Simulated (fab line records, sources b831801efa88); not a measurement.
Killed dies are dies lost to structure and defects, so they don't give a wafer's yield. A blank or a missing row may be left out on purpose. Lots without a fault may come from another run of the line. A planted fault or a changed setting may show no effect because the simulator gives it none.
Which tool did it? | flow gf180mcu | 6 lots, 18 wafers sampled, at 1 step of a route of 602

WHAT THE GAUGES READ, wafer by wafer
GF_STI_THK_MEAS_22.
lot  | measured    | on            | STI_OXIDATION_01_THK (nm)
L958 | day 3 06:01 | film_metro-03 | 15.13 15.15 15.10
L960 | day 3 15:16 | film_metro-02 | 14.68 14.83 14.91
L962 | day 4 03:10 | film_metro-02 | 15.19 15.04 15.02
L965 | day 4 17:29 | film_metro-03 | 14.53 14.37 14.50
L968 | day 5 08:22 | film_metro-01 | 14.80 14.81 15.08
L970 | day 5 18:12 | film_metro-02 | 15.10 15.10 14.80

WHICH TOOL RAN EACH LOT (tool, then ch and the chambers of the sampled wafers, then the start)
The record holds no process step before these readings.

THE ANSWER, worked out from the rows above alone
Rule: what is usual is taken from the lots themselves. Put in order of their means at a reading, lots are off if they are a third of the lots or fewer, leave a main group of 4 or more, and stand apart from it by a gap of 3 or more times the standard deviation of the main group's means; of several such gaps the widest counts. A main group whose means are all the same, to the digits that the tables above print for the reading, isn't used. A lot without any number at a reading at which 4 lots or more have one is off too. The other lots that the step has rows for count as sound.
No lot is off at any reading shown: from this, nothing can be told.

WHAT THE SIMULATOR HAD PUT IN
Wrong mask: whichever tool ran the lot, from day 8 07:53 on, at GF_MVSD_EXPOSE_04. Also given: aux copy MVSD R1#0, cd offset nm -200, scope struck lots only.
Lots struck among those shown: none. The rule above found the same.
